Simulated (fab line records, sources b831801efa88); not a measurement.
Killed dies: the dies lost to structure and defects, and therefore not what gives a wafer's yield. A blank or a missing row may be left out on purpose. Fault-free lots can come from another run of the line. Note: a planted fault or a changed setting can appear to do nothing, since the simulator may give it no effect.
2 desks, one fault	flow sky130	what lay behind the numbers comes last; until then each desk has only its own

## AT THE TOOL OWNER'S DESK: cmp-02
The tool's own readings at SKY_VIA2_CMP_02 (polishes SiO2): means of the sampled wafers that have a number, for each lot that ran on this tool. If a lot's mean is further than 4 standard deviations from the usual mean, the lot is out of limits and carries the mark OUT (the distance appears in the brackets).
Columns: A = edge-zone-pressure-frac at SKY_VIA2_CMP_02, usual 1.000; B = motor-current-A at SKY_VIA2_CMP_02, usual 12.6 A
lot	first seen here	A	B
L950	day 35 19:19	1.002	12.4
L951	day 36 01:41	0.996	11.4
L954	day 36 23:43	1.004	11.4
L956	day 37 13:29	0.998	12.6
L957	day 37 23:21	0.997	13.3
L964	day 40 04:08	0.998	13.4
Finding of this desk: none of the 6 lots has anything out of limits.

## AT THE METROLOGY DESK
Lot by lot, what the gauges showed, no matter which tool ran the lot: averages of those sampled wafers that carry a number. If a lot's mean is further than 4 standard deviations from the usual mean, the lot is out of limits and carries the mark OUT (the distance appears in the brackets).
Columns: A = VIA2_HDPCVD_THK at SKY_VIA2_THK_MEAS_01, usual 1193 nm
lot	first seen here	A
L948	day 34 22:17	1211
L949	day 35 10:07	1197
L950	day 35 19:11	1202
L951	day 36 01:37	1182
L952	day 36 16:40	1182
L953	day 36 21:47	1205
L954	day 36 23:39	1184
L956	day 37 13:26	1185
L957	day 37 23:17	1195
L964	day 40 03:58	1196
L969	day 41 10:26	1182
L970	day 41 17:44	1209
Finding of this desk: none of the 12 lots has anything out of limits.

## BROUGHT TOGETHER
The tool owner's desk saw nothing out of limits.
The metrology desk saw nothing out of limits.

## WHAT THE SIMULATOR HAD INSERTED
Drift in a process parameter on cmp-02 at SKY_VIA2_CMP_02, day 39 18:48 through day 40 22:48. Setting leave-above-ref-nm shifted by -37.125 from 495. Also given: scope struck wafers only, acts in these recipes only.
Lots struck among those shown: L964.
